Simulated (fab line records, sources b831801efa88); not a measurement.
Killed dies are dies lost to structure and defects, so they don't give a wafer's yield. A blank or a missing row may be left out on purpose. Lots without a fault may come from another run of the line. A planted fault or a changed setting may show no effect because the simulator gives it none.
A struck lot beside a sound one | flow sfq_line | 15 steps out of a route of 325
Sound: wafers L428.2, L428.3, L428.5. Struck: wafers L433.1, L433.6. (L433.4 of the same lot was not struck and is left out.) The cause comes at the end.
At each step with rows: each side's tool, then ch and its chambers, then its first start. Under that, the readings that differ: sound wafers | struck wafers | difference of the means | sigmas: that difference in standard deviations of wafers without a fault.
alike: readings whose means differ by less than 2 such deviations, and words and numbers that are the same on both sides. not compared: withheld readings, readings that some wafer has no value for, bounds like >300 that may hide the same value, and numbers for which the record gives no deviation and whose values overlap.
The two part at a step that has a row with sigmas, a row that says differs or no value, or rows on one side only. Numbers that don't overlap but have no deviation are shown without sigmas and don't part them. A reading that every wafer of one side lacks parts them only if that side has two wafers or more.

first, 1 step without rows for these wafers: SFQ_TRILAYER_M0_STRIP_SOLV_CLEAN_026 (cleans in NMP, time 600 s).
SFQ_TRILAYER_I0_DEP_PECVD_027: deposits SiO2 from SiH4/N2O, time 111.11 s, target thk 500 nm.
  sound on pecvd-04 ch 1,2, day 11 00:42; struck on pecvd-02 ch 0,1, day 12 11:06
  reading                | sound          | struck    | difference | sigmas
  throttle_valve_pct (%) | 23.9 23.4 23.3 | 25.4 25.2 | +1.8       | +2
  alike: heater_power_outer_w, heater_power_w
SFQ_TRILAYER_I0_CMP_CMP_028: polishes SiO2.
  sound on cmp-01 ch 0,2,3, day 11 09:32; struck on cmp-02 ch 0,3, day 12 19:50
  alike: motor_current_A, platen_rpm, time_to_endpoint_s
SFQ_I0_BOW_MEAS_907:
  sound on film_metro-03, day 11 11:34; struck on film_metro-04, day 12 21:50
  alike: I0_BOW
SFQ_TRILAYER_I0_METRO_MEASURE_029:
  sound on film_metro-03, day 11 11:52; struck on film_metro-04, day 12 21:58
  alike: thk_nm
then, 6 steps without rows for these wafers: SFQ_TRILAYER_I0_VIA_LITHO_COAT_036 (resist thk 62 nm); SFQ_TRILAYER_I0_VIA_LITHO_COAT_031 (resist thk 650 nm); SFQ_TRILAYER_I0_VIA_LITHO_SOFTBAKE_035; SFQ_TRILAYER_I0_VIA_LITHO_EXPOSE_032 (exposes mask I0, target cd 500 nm); SFQ_TRILAYER_I0_VIA_LITHO_PEB_034 (peb time 60 s); SFQ_TRILAYER_I0_VIA_LITHO_DEVELOP_033 (time 60 s).
-- the record jumps here: 5 days lie between the struck wafers' starts before and after --
SFQ_I0_OVL_MEAS_908:
  sound on overlay-02, day 15 21:05; struck on overlay-01, day 18 04:30
  alike: I0_OVL
SFQ_TRILAYER_I0_VIA_BARC_OPEN_VIA_ETCH_046: etches BARC in O2, target depth 125 nm, time 41.7 s.
  sound on rie_diel-01 ch 2,3, day 15 21:07; struck on rie_diel-01 ch 3, day 18 04:32
  reading                                                 | sound             | struck      | difference | sigmas
  model.KrF_of_TRILAYER_I0_VIA_LITHO_COAT_031.thk_nm (nm) | 574.7 574.5 573.1 | 585.1 584.6 | +10.8      |
  alike: bias_w, chamber_pressure_mTorr, drypump_motor_current_A, oes_product_au
  not compared: rf_hours_counter_h
SFQ_TRILAYER_I0_VIA_ETCH_VIA_ETCH_034: etches SiO2 in CHF3, stops on Nb, target depth 260 nm.
  sound on rie_diel-01 ch 2,3, day 15 21:09; struck on rie_diel-01 ch 3, day 18 04:35
  reading                                                 | sound           | struck      | difference | sigmas
  model.KrF_of_TRILAYER_I0_VIA_LITHO_COAT_031.thk_nm (nm) | 529 529.6 527.8 | 541.7 541.3 | +12.7      |
  alike: bias_w, chamber_pressure_mTorr, drypump_motor_current_A, oes_product_au
SFQ_TRILAYER_I0_VIA_STRIP_STRIP_035: strips in O2.
  sound on rie_metal-04 ch 0,1, day 15 21:16; struck on rie_metal-01 ch 0,1, day 18 04:41
  alike: chamber_pressure_mTorr, drypump_motor_current_A, oes_product_au, platen_temp_c
  not compared: rf_hours_counter_h

WHERE THEY PART
Only at SFQ_TRILAYER_I0_DEP_PECVD_027, within this record. Later steps at which nothing parts them and some readings are alike: SFQ_TRILAYER_I0_CMP_CMP_028, SFQ_I0_BOW_MEAS_907, SFQ_TRILAYER_I0_METRO_MEASURE_029, SFQ_I0_OVL_MEAS_908, SFQ_TRILAYER_I0_VIA_BARC_OPEN_VIA_ETCH_046, SFQ_TRILAYER_I0_VIA_ETCH_VIA_ETCH_034, SFQ_TRILAYER_I0_VIA_STRIP_STRIP_035.

WHY: what the simulator had put in
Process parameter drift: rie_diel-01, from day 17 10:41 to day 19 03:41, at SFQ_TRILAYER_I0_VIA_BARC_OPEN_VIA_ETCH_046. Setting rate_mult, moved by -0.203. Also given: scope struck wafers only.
